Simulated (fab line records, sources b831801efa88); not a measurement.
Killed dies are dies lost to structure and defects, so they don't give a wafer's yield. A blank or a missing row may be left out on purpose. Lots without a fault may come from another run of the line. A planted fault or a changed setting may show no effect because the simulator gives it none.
Which tool did it? | flow sky130 | 11 lots, 33 wafers sampled, at 1 step of a route of 708

WHAT THE GAUGES READ, wafer by wafer
SKY_VIA3_OVL_MEAS_13.
lot  | measured     | on         | VIA3_OVL (nm)
L773 | day 39 13:40 | overlay-01 | -5 0 -8
L779 | day 41 11:49 | overlay-01 | 4 0 2
L781 | day 42 15:52 | overlay-02 | 1 -4 -5
L780 | day 42 17:54 | overlay-01 | -2 1 6
L783 | day 42 18:28 | overlay-01 | 3 5 12
L782 | day 42 18:49 | overlay-02 | 9 0 11
L784 | day 43 00:09 | overlay-01 | 7 4 -1
L786 | day 43 07:18 | overlay-01 | -5 -8 -3
L787 | day 43 14:16 | overlay-02 | -5 1 5
L788 | day 43 19:13 | overlay-01 | 0 3 4
L792 | day 44 21:07 | overlay-01 | 1 2 -1

WHICH TOOL RAN EACH LOT (tool, then ch and the chambers of the sampled wafers, then the start)
The record holds no process step before these readings.

THE ANSWER, worked out from the rows above alone
Rule: what is usual is taken from the lots themselves. Put in order of their means at a reading, lots are off if they are a third of the lots or fewer, leave a main group of 4 or more, and stand apart from it by a gap of 3 or more times the standard deviation of the main group's means; of several such gaps the widest counts. A main group whose means are all the same, to the digits that the tables above print for the reading, isn't used. A lot without any number at a reading at which 4 lots or more have one is off too. The other lots that the step has rows for count as sound.
No lot is off at any reading shown: from this, nothing can be told.

WHAT THE SIMULATOR HAD PUT IN
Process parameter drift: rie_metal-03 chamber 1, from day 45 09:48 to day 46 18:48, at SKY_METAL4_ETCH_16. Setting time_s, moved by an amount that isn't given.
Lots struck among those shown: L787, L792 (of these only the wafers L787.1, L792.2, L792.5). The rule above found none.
